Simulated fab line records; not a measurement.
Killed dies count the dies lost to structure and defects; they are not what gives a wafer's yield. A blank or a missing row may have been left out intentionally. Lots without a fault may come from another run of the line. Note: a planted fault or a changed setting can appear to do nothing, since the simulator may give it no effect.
fab line records	flow gf180mcu
record: lots: 24	wafers: 72	last_day: 34
route steps=602 shown HV_LDD@223 M2@379 V3@454 M4@458 PASSIVATION@601
lots that met no fault: taken from a fault-free run of the same line
start_h: start of the lot's first displayed wafer, in hours after the record's first day	wait_h: hours since the lot's step before	" the same as in the row above	L1.1+2: several wafers, shown together as one row	- either no value or no given start	* or withheld: withheld	< > ~ a bound
route shown NAME@n: NAME is a module with steps in the file, n the number in the route of the first one	usual: average and standard deviation across the fault-free wafers	same: alike in all rows	chamber/n: place in a boat	sites: readings site by site	_std_site: the standard deviation of these	_edge_site: the outer-site mean with the inner-site mean subtracted	radius_mm: for every site, how far away it sits from the centre of the wafer	mask NAME#n: copy n	behind: tool/chamber where the wafer was last shaped	hold: what put the lot on hold/how long, in hours/how the hold closed	device: names the non-switching transistor (n, p or np)	end of line: at the end of the route, the tests of the same wafers	a step given without rows: its recipe and nothing more	killed: the dies lost at the first sort to structure and to defects; this is not the yield of the wafer	map: a wafer's dies, x killed, . not, _ none there
set.NAME: the run value of the setting; set.NAME@STEP: its run value at that earlier step	model.NAME: the simulator's own value behind a step, which no gauge read
steps of the route over a sample of lots; a table a step, a row a wafer
services: a tool's chamber out of use, with start hour (start_h, from the record's first day; less than 0 if before it), hours out, and reason
== steps ==
step: GF_HV_LDD_OVL_MEAS_47
usual: HV_LDD_03_OVL: 0.9/1.3
lot.wafer	tool	chamber	start_h	wait_h	HV_LDD_03_OVL[nm]
L074.3	overlay-02	-	268.33	0.1	0.0
L074.5	"	-	"	"	0.7
L074.6	"	-	"	"	0.3
L075.2	overlay-02	-	282.03	0.1	-0.4
L075.3	"	-	"	"	0.9
L075.5	"	-	"	"	-0.4
L076.4	overlay-01	-	285.90	0.1	1.6
L076.5	"	-	"	"	1.5
L076.6	"	-	"	"	0.9
L077.1	overlay-02	-	294.86	0.1	0.3
L077.2	"	-	"	"	-0.6
L077.5	"	-	"	"	0.4
L078.1	overlay-01	-	305.98	0.1	-1.4
L078.3	"	-	"	"	1.6
L078.5	"	-	"	"	-0.6
L079.1	overlay-01	-	317.08	0.1	2.0
L079.3	"	-	"	"	2.2
L079.6	"	-	"	"	2.5
L080.4	overlay-02	-	323.40	0.1	-0.3
L080.5	"	-	"	"	0.5
L080.6	"	-	"	"	0.6
L081.2	overlay-01	-	326.93	0.1	1.6
L081.3	"	-	"	"	3.4
L081.6	"	-	"	"	2.4
L082.1	overlay-02	-	339.48	0.1	1.0
L082.2	"	-	"	"	1.6
L082.3	"	-	"	"	0.9
L083.3	overlay-01	-	339.79	0.1	1.1
L083.4	"	-	"	"	2.9
L083.6	"	-	"	"	2.1
L084.2	overlay-02	-	352.57	0.1	0.2
L084.3	"	-	"	"	2.0
L084.4	"	-	"	"	1.1
L085.2	overlay-02	-	361.25	0.1	0.5
L085.4	"	-	"	"	-0.5
L085.5	"	-	"	"	0.2
L086.1	overlay-01	-	366.41	0.1	2.2
L086.2	"	-	"	"	0.0
L086.5	"	-	"	"	1.8
L087.2	overlay-01	-	382.23	0.1	0.4
L087.3	"	-	"	"	1.2
L087.5	"	-	"	"	0.0
L088.1	overlay-01	-	388.63	0.1	0.9
L088.5	"	-	"	"	1.7
L088.6	"	-	"	"	3.4
L089.1	overlay-01	-	390.18	0.1	0.9
L089.2	"	-	"	"	0.4
L089.6	"	-	"	"	0.4
L090.1	overlay-01	-	396.53	0.1	1.3
L090.2	"	-	"	"	0.0
L090.6	"	-	"	"	-0.6
L091.4	overlay-01	-	426.64	0.1	2.1
L091.5	"	-	"	"	2.6
L091.6	"	-	"	"	3.0
L092.1	overlay-02	-	428.18	0.1	-0.5
L092.2	"	-	"	"	0.2
L092.4	"	-	"	"	1.4
L093.3	overlay-02	-	434.39	0.1	1.7
L093.5	"	-	"	"	2.1
L093.6	"	-	"	"	0.2
L094.2	overlay-02	-	435.63	0.1	0.2
L094.3	"	-	"	"	0.2
L094.6	"	-	"	"	1.1
L095.1	overlay-02	-	437.93	0.1	-2.4
L095.4	"	-	"	"	-2.1
L095.6	"	-	"	"	-2.7
L096.1	overlay-01	-	456.14	0.1	2.3
L096.2	"	-	"	"	1.8
L096.6	"	-	"	"	2.5
L097.1	overlay-01	-	468.87	0.1	-0.7
L097.2	"	-	"	"	0.3
L097.4	"	-	"	"	1.1
step: GF_M2_STRIP_17
recipe: chemistry: O2/N2	power_w: 1400	pressure_mtorr: 1500	platen_temp_c: 250	o2_flow_sccm: 3000	n2_flow_sccm: 300	overash_fraction: 0.5
usual: drypump_motor_current_A: 5.9/0.45	heater_power_w: 338/21	oes_product_au: 0.558/0.0047	strip_time_to_endpoint_s: 7.86/0.044
lot.wafer	tool	chamber	start_h	wait_h	drypump_motor_current_A	heater_power_w	oes_product_au	rf_hours_counter_h	strip_time_to_endpoint_s
L074.3	plasma_asher-03	1	431.96	0.1	5.6	352	0.559	-	7.84
L074.5	"	1	"	"	5.6	355	0.561	-	7.84
L074.6	"	0	"	"	6.3	342	0.564	-	7.82
L075.2	plasma_asher-03	0	446.61	0.1	6.4	339	0.556	78	7.91
L075.3	"	0	"	"	6.4	346	0.555	-	7.92
L075.5	"	0	"	"	6.4	349	0.553	-	7.87
L076.4	plasma_asher-03	1	452.17	0.1	5.7	367	0.558	-	7.83
L076.5	"	1	"	"	5.7	362	0.555	-	7.84
L076.6	"	0	"	"	6.3	337	0.554	-	7.83
L077.1	plasma_asher-04	0	462.07	0.2	5.8	352	0.563	66	7.84
L077.2	"	1	"	"	5.1	323	0.555	66	7.80
L077.5	"	0	"	"	5.8	345	0.554	-	7.82
L078.1	plasma_asher-04	0	476.62	0.1	5.8	349	0.559	67	7.83
L078.3	"	0	"	"	5.8	353	0.561	-	7.83
L078.5	"	0	"	"	5.8	358	0.551	-	7.85
L079.1	plasma_asher-01	1	489.71	0.1	6.1	339	0.567	7	7.85
L079.3	"	0	"	"	6.4	298	0.562	-	7.85
L079.6	"	0	"	"	6.4	293	0.559	-	7.86
L080.4	plasma_asher-01	0	494.14	0.1	6.4	302	0.552	-	7.80
L080.5	"	1	"	"	6.1	335	0.552	-	7.80
L080.6	"	0	"	"	6.4	299	0.566	-	7.81
L081.2	plasma_asher-03	0	497.78	0.1	6.3	352	0.560	83	7.91
L081.3	"	1	"	"	5.6	366	0.558	-	7.90
L081.6	"	0	"	"	6.3	352	0.565	-	7.92
L082.1	plasma_asher-01	1	512.67	0.1	6.1	328	0.565	9	7.90
L082.2	"	0	"	"	6.4	294	0.557	9	7.83
L082.3	"	0	"	"	6.4	302	0.560	-	7.86
L083.3	plasma_asher-04	1	514.20	0.1	5.0	319	0.552	-	7.85
L083.4	"	0	"	"	5.8	343	0.553	-	7.90
L083.6	"	0	"	"	5.8	347	0.555	-	7.86
L084.2	plasma_asher-04	0	525.11	0.1	5.8	362	0.556	72	7.91
L084.3	"	1	"	"	5.0	327	0.555	-	7.87
L084.4	"	0	"	"	5.8	362	0.559	-	7.88
L085.2	plasma_asher-04	1	535.22	0.1	5.0	328	0.554	73	7.91
L085.4	"	0	"	"	5.9	362	0.569	-	7.92
L085.5	"	0	"	"	5.8	361	0.555	-	7.88
L086.1	plasma_asher-01	0	540.92	0.1	6.4	300	0.558	12	7.91
L086.2	"	1	"	"	6.1	327	0.565	12	7.91
L086.5	"	1	"	"	6.1	333	0.560	-	7.88
L087.2	plasma_asher-03	1	556.17	0.1	5.6	362	0.556	89	7.78
L087.3	"	1	"	"	5.6	364	0.551	-	7.76
L087.5	"	0	"	"	6.3	349	0.553	-	7.77
L088.1	plasma_asher-01	0	563.07	0.1	6.4	300	0.553	14	7.81
L088.5	"	0	"	"	6.4	303	0.557	-	7.80
L088.6	"	1	"	"	6.1	332	0.561	-	7.80
L089.1	plasma_asher-01	1	563.71	0.1	6.1	346	0.560	14	7.86
L089.2	"	0	"	"	6.4	307	0.561	14	7.86
L089.6	"	1	"	"	6.1	330	0.561	-	7.83
L090.1	plasma_asher-04	1	568.27	0.1	5.1	327	0.561	77	7.87
L090.2	"	0	"	"	5.8	358	0.554	77	7.87
L090.6	"	1	"	"	5.0	313	0.556	-	7.85
L091.4	plasma_asher-03	0	597.45	0.1	6.3	344	0.554	-	7.92
L091.5	"	0	"	"	6.3	353	0.564	-	7.92
L091.6	"	1	"	"	5.7	359	0.552	-	7.87
L092.1	plasma_asher-03	1	598.13	0.2	5.6	356	0.563	93	7.91
L092.2	"	0	"	"	6.3	354	0.558	93	7.91
L092.4	"	0	"	"	6.3	339	0.559	-	7.93
L093.3	plasma_asher-01	0	603.55	0.1	6.4	306	0.553	-	7.89
L093.5	"	1	"	"	6.1	328	0.559	-	7.83
L093.6	"	0	"	"	6.4	296	0.555	-	7.88
L094.2	plasma_asher-03	0	604.96	0.1	6.3	349	0.560	94	7.83
L094.3	"	0	"	"	6.4	338	0.552	-	7.82
L094.6	"	1	"	"	5.7	356	0.558	-	7.90
L095.1	plasma_asher-04	0	606.17	0.1	5.8	359	0.560	81	7.88
L095.4	"	0	"	"	5.8	360	0.559	-	7.93
L095.6	"	1	"	"	5.0	333	0.566	-	7.90
L096.1	plasma_asher-03	1	622.57	0.1	5.7	363	0.563	95	7.97
L096.2	"	0	"	"	6.3	347	0.557	95	7.90
L096.6	"	1	"	"	5.6	352	0.562	-	7.91
L097.1	plasma_asher-04	1	633.91	0.1	5.1	320	0.556	84	7.94
L097.2	"	0	"	"	5.8	355	0.564	84	7.91
L097.4	"	0	"	"	5.8	355	0.563	-	7.97
step: GF_V3_THK_MEAS_25
recipe: thk_meas_gauge: xrf	reads: W_of_V3_CVD_23
usual: V3_W_THK: 352/5.9
lot.wafer	tool	chamber	start_h	wait_h	V3_W_THK[nm]
L074.3	film_metro-03	-	507.97	0.1	350
L074.5	"	-	"	"	350
L074.6	"	-	"	"	353
L075.2	film_metro-03	-	521.65	0.1	348
L075.3	"	-	"	"	348
L075.5	"	-	"	"	351
L076.4	film_metro-03	-	527.78	0.1	348
L076.5	"	-	"	"	345
L076.6	"	-	"	"	349
L077.1	film_metro-02	-	538.11	0.1	345
L077.2	"	-	"	"	346
L077.5	"	-	"	"	340
L078.1	film_metro-02	-	550.91	0.1	355
L078.3	"	-	"	"	353
L078.5	"	-	"	"	354
L079.1	film_metro-03	-	563.66	0.1	349
L079.3	"	-	"	"	353
L079.6	"	-	"	"	352
L080.4	film_metro-04	-	567.19	0.1	354
L080.5	"	-	"	"	352
L080.6	"	-	"	"	354
L081.2	film_metro-04	-	570.70	0.1	357
L081.3	"	-	"	"	351
L081.6	"	-	"	"	356
L082.1	film_metro-02	-	584.99	0.1	361
L082.2	"	-	"	"	360
L082.3	"	-	"	"	362
L083.3	film_metro-02	-	585.89	0.1	348
L083.4	"	-	"	"	352
L083.6	"	-	"	"	352
L084.2	film_metro-02	-	595.81	0.1	358
L084.3	"	-	"	"	356
L084.4	"	-	"	"	361
L085.2	film_metro-02	-	604.77	0.1	356
L085.4	"	-	"	"	355
L085.5	"	-	"	"	360
L086.1	film_metro-04	-	609.10	0.1	359
L086.2	"	-	"	"	355
L086.5	"	-	"	"	356
L087.2	film_metro-02	-	625.32	0.1	363
L087.3	"	-	"	"	367
L087.5	"	-	"	"	365
L088.1	film_metro-04	-	629.21	0.1	343
L088.5	"	-	"	"	341
L088.6	"	-	"	"	347
L089.1	film_metro-02	-	631.10	0.1	357
L089.2	"	-	"	"	350
L089.6	"	-	"	"	354
L090.1	film_metro-03	-	635.01	0.1	353
L090.2	"	-	"	"	354
L090.6	"	-	"	"	353
L091.4	film_metro-04	-	660.81	0.1	340
L091.5	"	-	"	"	340
L091.6	"	-	"	"	342
L092.1	film_metro-03	-	662.17	0.1	350
L092.2	"	-	"	"	347
L092.4	"	-	"	"	350
L093.3	film_metro-03	-	668.05	0.1	353
L093.5	"	-	"	"	355
L093.6	"	-	"	"	353
L094.2	film_metro-04	-	669.25	0.1	345
L094.3	"	-	"	"	340
L094.6	"	-	"	"	348
L095.1	film_metro-03	-	671.20	0.1	351
L095.4	"	-	"	"	355
L095.6	"	-	"	"	356
L096.1	film_metro-03	-	687.39	0.1	358
L096.2	"	-	"	"	355
L096.6	"	-	"	"	355
L097.1	film_metro-02	-	697.30	0.1	350
L097.2	"	-	"	"	351
L097.4	"	-	"	"	352
step: GF_M4_SPUTTER_02
recipe: material: AlCu	target_thk_nm: 450	power_w: 10600	time_s: 23.9	chamber_pressure_pa: 0.4
usual: throttle_valve_pct: 29.8/1
lot.wafer	tool	chamber	start_h	wait_h	throttle_valve_pct
L074.3	pvd_sputter-01	-	508.45	0.0	29.8
L074.5	"	-	"	"	29.5
L074.6	"	-	"	"	29.6
L075.2	pvd_sputter-04	-	522.13	0.0	30.8
L075.3	"	-	"	"	28.4
L075.5	"	-	"	"	30.1
L076.4	pvd_sputter-03	-	528.24	0.0	29.7
L076.5	"	-	"	"	29.7
L076.6	"	-	"	"	30.1
L077.1	pvd_sputter-01	-	539.41	0.0	30.8
L077.2	"	-	"	"	29.3
L077.5	"	-	"	"	28.8
L078.1	pvd_sputter-01	-	551.40	0.0	29.7
L078.3	"	-	"	"	29.7
L078.5	"	-	"	"	29.0
L079.1	pvd_sputter-03	-	564.15	0.0	30.0
L079.3	"	-	"	"	30.2
L079.6	"	-	"	"	30.1
L080.4	pvd_sputter-03	-	567.65	0.0	30.1
L080.5	"	-	"	"	31.2
L080.6	"	-	"	"	30.2
L081.2	pvd_sputter-03	-	571.18	0.0	30.1
L081.3	"	-	"	"	31.0
L081.6	"	-	"	"	29.9
L082.1	pvd_sputter-01	-	585.48	0.0	28.7
L082.2	"	-	"	"	29.6
L082.3	"	-	"	"	29.5
L083.3	pvd_sputter-03	-	586.36	0.0	29.9
L083.4	"	-	"	"	30.0
L083.6	"	-	"	"	30.1
L084.2	pvd_sputter-04	-	596.29	0.0	30.9
L084.3	"	-	"	"	28.7
L084.4	"	-	"	"	30.2
L085.2	pvd_sputter-04	-	605.25	0.0	27.6
L085.4	"	-	"	"	31.0
L085.5	"	-	"	"	27.5
L086.1	pvd_sputter-04	-	609.59	0.0	27.6
L086.2	"	-	"	"	30.1
L086.5	"	-	"	"	31.1
L087.2	pvd_sputter-04	-	625.80	0.0	30.7
L087.3	"	-	"	"	28.6
L087.5	"	-	"	"	30.2
L088.1	pvd_sputter-03	-	629.88	0.0	29.9
L088.5	"	-	"	"	29.9
L088.6	"	-	"	"	31.0
L089.1	pvd_sputter-04	-	631.59	0.0	31.0
L089.2	"	-	"	"	28.2
L089.6	"	-	"	"	27.9
L090.1	pvd_sputter-04	-	635.50	0.0	28.3
L090.2	"	-	"	"	27.6
L090.6	"	-	"	"	27.5
L091.4	pvd_sputter-03	-	661.27	0.0	29.6
L091.5	"	-	"	"	30.8
L091.6	"	-	"	"	30.0
L092.1	pvd_sputter-03	-	662.66	0.0	29.8
L092.2	"	-	"	"	30.8
L092.4	"	-	"	"	30.0
L093.3	pvd_sputter-01	-	668.52	0.0	29.6
L093.5	"	-	"	"	29.5
L093.6	"	-	"	"	30.9
L094.2	pvd_sputter-01	-	669.73	0.0	29.3
L094.3	"	-	"	"	29.4
L094.6	"	-	"	"	29.1
L095.1	pvd_sputter-03	-	671.79	0.0	30.9
L095.4	"	-	"	"	29.8
L095.6	"	-	"	"	29.9
L096.1	pvd_sputter-04	-	687.88	0.0	28.5
L096.2	"	-	"	"	31.0
L096.6	"	-	"	"	30.9
L097.1	pvd_sputter-03	-	697.79	0.0	29.9
L097.2	"	-	"	"	30.1
L097.4	"	-	"	"	30.0
step: GF_M4_STRIP_17
recipe: chemistry: O2/N2	power_w: 1400	pressure_mtorr: 1500	platen_temp_c: 250	o2_flow_sccm: 3000	n2_flow_sccm: 300	overash_fraction: 0.5
usual: drypump_motor_current_A: 5.9/0.45	heater_power_w: 338/22	oes_product_au: 0.557/0.0047	strip_time_to_endpoint_s: 7.86/0.038
lot.wafer	tool	chamber	start_h	wait_h	drypump_motor_current_A	heater_power_w	oes_product_au	rf_hours_counter_h	strip_time_to_endpoint_s
L074.3	plasma_asher-04	1	531.91	0.1	5.1	321	0.553	-	7.88
L074.5	"	1	"	"	5.0	328	0.563	-	7.87
L074.6	"	0	"	"	5.8	352	0.552	-	7.88
L075.2	plasma_asher-03	1	544.71	0.1	5.7	361	0.560	88	7.89
L075.3	"	0	"	"	6.3	352	0.559	-	7.92
L075.5	"	1	"	"	5.6	363	0.564	-	7.89
L076.4	plasma_asher-01	1	551.20	0.1	6.1	336	0.558	-	7.85
L076.5	"	0	"	"	6.4	292	0.557	-	7.89
L076.6	"	1	"	"	6.1	333	0.559	-	7.86
L077.1	plasma_asher-01	1	561.77	0.1	6.1	331	0.553	14	7.88
L077.2	"	0	"	"	6.4	302	0.551	14	7.92
L077.5	"	0	"	"	6.4	289	0.564	-	7.92
L078.1	plasma_asher-03	0	573.63	0.2	6.4	348	0.563	90	7.90
L078.3	"	1	"	"	5.7	357	0.561	-	7.91
L078.5	"	1	"	"	5.6	348	0.563	-	7.92
L079.1	plasma_asher-04	1	585.81	0.1	5.1	327	0.555	78	7.87
L079.3	"	1	"	"	5.1	332	0.561	-	7.87
L079.6	"	0	"	"	5.8	354	0.550	-	7.94
L080.4	plasma_asher-01	1	589.55	0.1	6.1	330	0.561	-	7.87
L080.5	"	1	"	"	6.1	336	0.562	-	7.86
L080.6	"	0	"	"	6.4	291	0.559	-	7.85
L081.2	plasma_asher-01	0	592.86	0.1	6.4	301	0.555	18	7.82
L081.3	"	1	"	"	6.1	322	0.565	-	7.83
L081.6	"	1	"	"	6.1	330	0.557	-	7.84
L082.1	plasma_asher-01	1	605.68	0.2	6.1	331	0.568	19	7.90
L082.2	"	0	"	"	6.4	298	0.557	19	7.91
L082.3	"	1	"	"	6.1	329	0.557	-	7.91
L083.3	plasma_asher-03	0	605.85	0.1	6.4	345	0.552	-	7.86
L083.4	"	1	"	"	5.7	362	0.558	-	7.84
L083.6	"	1	"	"	5.7	361	0.559	-	7.88
L084.2	plasma_asher-01	0	615.66	0.1	6.4	300	0.558	21	7.80
L084.3	"	1	"	"	6.1	332	0.552	-	7.85
L084.4	"	0	"	"	6.4	295	0.553	-	7.83
L085.2	plasma_asher-04	1	625.37	0.1	5.1	318	0.555	83	7.85
L085.4	"	0	"	"	5.8	354	0.547	-	7.85
L085.5	"	1	"	"	5.0	321	0.555	-	7.86
L086.1	plasma_asher-03	0	630.81	0.1	6.3	343	0.558	96	7.79
L086.2	"	1	"	"	5.6	361	0.560	96	7.83
L086.5	"	0	"	"	6.4	359	0.555	-	7.86
L087.2	plasma_asher-03	1	646.57	0.1	5.6	364	0.558	98	7.83
L087.3	"	1	"	"	5.6	357	0.557	-	7.82
L087.5	"	0	"	"	6.3	346	0.556	-	7.82
L088.1	plasma_asher-03	1	649.52	0.1	5.6	358	0.564	98	7.89
L088.5	"	1	"	"	5.6	366	0.554	-	7.85
L088.6	"	0	"	"	6.4	351	0.551	-	7.90
L089.1	plasma_asher-03	0	651.41	0.1	6.4	347	0.555	99	7.83
L089.2	"	1	"	"	5.7	366	0.565	99	7.92
L089.6	"	1	"	"	5.7	369	0.553	-	7.81
L090.1	plasma_asher-01	0	655.71	0.1	6.4	294	0.555	25	7.87
L090.2	"	1	"	"	6.1	347	0.562	25	7.92
L090.6	"	0	"	"	6.4	295	0.553	-	7.87
L091.4	plasma_asher-04	0	679.99	0.1	5.9	353	0.549	-	7.81
L091.5	"	1	"	"	5.1	331	0.557	-	7.83
L091.6	"	0	"	"	5.8	356	0.564	-	7.87
L092.1	plasma_asher-04	0	681.97	0.1	5.8	360	0.555	88	7.81
L092.2	"	1	"	"	5.0	320	0.556	88	7.80
L092.4	"	1	"	"	5.1	323	0.557	-	7.82
L093.3	plasma_asher-03	1	687.60	0.1	5.7	354	0.554	-	7.93
L093.5	"	1	"	"	5.7	357	0.557	-	7.97
L093.6	"	0	"	"	6.4	339	0.562	-	7.92
L094.2	plasma_asher-03	0	688.67	0.1	6.3	348	0.551	102	7.86
L094.3	"	1	"	"	5.7	368	0.556	-	7.84
L094.6	"	0	"	"	6.3	339	0.555	-	7.87
L095.1	plasma_asher-03	1	690.27	0.1	5.7	357	0.566	103	7.88
L095.4	"	0	"	"	6.4	345	0.562	-	7.86
L095.6	"	0	"	"	6.4	349	0.563	-	7.85
L096.1	plasma_asher-04	1	706.62	0.2	5.0	318	0.557	91	7.82
L096.2	"	0	"	"	5.8	357	0.549	91	7.84
L096.6	"	1	"	"	5.1	322	0.561	-	7.88
L097.1	plasma_asher-04	0	716.26	0.1	5.8	360	0.555	92	7.81
L097.2	"	1	"	"	5.1	332	0.558	92	7.84
L097.4	"	1	"	"	5.0	330	0.553	-	7.80
step: GF_PASSIVATION_BOW_MEAS_14
recipe: mode: bow
usual: PASSIVATION_BOW: 134/10
lot.wafer	tool	chamber	start_h	wait_h	PASSIVATION_BOW[um]
L074.3	film_metro-03	-	665.17	0.0	144
L074.5	"	-	"	"	131
L074.6	"	-	"	"	140
L075.2	film_metro-03	-	678.34	0.0	133
L075.3	"	-	"	"	116
L075.5	"	-	"	"	123
L076.4	film_metro-03	-	680.34	0.1	136
L076.5	"	-	"	"	134
L076.6	"	-	"	"	141
L077.1	film_metro-04	-	694.81	0.0	141
L077.2	"	-	"	"	154
L077.5	"	-	"	"	150
L078.1	film_metro-04	-	699.96	0.0	143
L078.3	"	-	"	"	138
L078.5	"	-	"	"	137
L079.1	film_metro-04	-	710.39	0.0	119
L079.3	"	-	"	"	115
L079.6	"	-	"	"	126
L080.4	film_metro-03	-	714.55	0.1	146
L080.5	"	-	"	"	132
L080.6	"	-	"	"	140
L081.2	film_metro-01	-	719.21	0.0	141
L081.3	"	-	"	"	141
L081.6	"	-	"	"	130
L082.1	film_metro-04	-	729.39	0.0	127
L082.2	"	-	"	"	130
L082.3	"	-	"	"	117
L083.3	film_metro-04	-	730.27	0.0	143
L083.4	"	-	"	"	143
L083.6	"	-	"	"	138
L084.2	film_metro-04	-	738.10	0.0	129
L084.3	"	-	"	"	131
L084.4	"	-	"	"	120
L085.2	film_metro-01	-	746.55	0.0	153
L085.4	"	-	"	"	130
L085.5	"	-	"	"	135
L086.1	film_metro-01	-	748.73	0.0	136
L086.2	"	-	"	"	133
L086.5	"	-	"	"	119
L087.2	film_metro-04	-	762.91	0.0	134
L087.3	"	-	"	"	122
L087.5	"	-	"	"	123
L088.1	film_metro-03	-	765.13	0.0	156
L088.5	"	-	"	"	142
L088.6	"	-	"	"	146
L089.1	film_metro-03	-	766.84	0.0	149
L089.2	"	-	"	"	143
L089.6	"	-	"	"	128
L090.1	film_metro-04	-	771.16	0.1	117
L090.2	"	-	"	"	124
L090.6	"	-	"	"	141
L091.4	film_metro-01	-	792.60	0.1	136
L091.5	"	-	"	"	125
L091.6	"	-	"	"	156
L092.1	film_metro-04	-	793.27	0.0	120
L092.2	"	-	"	"	126
L092.4	"	-	"	"	128
L093.3	film_metro-03	-	796.96	0.0	136
L093.5	"	-	"	"	139
L093.6	"	-	"	"	145
L094.2	film_metro-04	-	798.19	0.0	118
L094.3	"	-	"	"	126
L094.6	"	-	"	"	127
L095.1	film_metro-04	-	799.12	0.0	142
L095.4	"	-	"	"	142
L095.6	"	-	"	"	145
L096.1	film_metro-03	-	812.39	0.0	119
L096.2	"	-	"	"	135
L096.6	"	-	"	"	126
L097.1	film_metro-01	-	820.93	0.0	152
L097.2	"	-	"	"	146
L097.4	"	-	"	"	150
== services ==
tool	chamber	start_h	hours	kind
plasma_asher-01	-	421.25	9.0	pm
plasma_asher-01	0	421.25	9.0	vent_cycle
plasma_asher-01	1	421.25	9.0	vent_cycle
plasma_asher-01	0	430.25	-	clean
plasma_asher-01	1	430.25	-	clean
plasma_asher-04	-	457.45	0.4	repair
pvd_sputter-03	-	459.80	21.7	repair
plasma_asher-01	-	526.39	1.4	repair
pvd_sputter-01	-	559.42	13.3	repair
pvd_sputter-04	-	564.25	2.8	repair
plasma_asher-01	-	583.33	0.5	repair
pvd_sputter-04	3	605.34	-	consumable_replace:kit
pvd_sputter-04	3	605.34	18.0	scheduled_down
pvd_sputter-04	3	605.34	18.0	vent_cycle
pvd_sputter-03	3	623.71	-	consumable_replace:kit
pvd_sputter-01	-	626.05	3.0	repair
plasma_asher-04	-	630.80	2.8	pm
plasma_asher-04	-	649.29	1.4	repair
pvd_sputter-04	-	665.72	1.5	repair
pvd_sputter-04	-	678.08	4.6	repair
pvd_sputter-04	2	703.62	-	consumable_replace:kit
pvd_sputter-04	2	703.62	18.0	scheduled_down
pvd_sputter-04	2	703.62	18.0	vent_cycle
pvd_sputter-01	3	704.09	-	consumable_replace:kit
== key ==
fault none
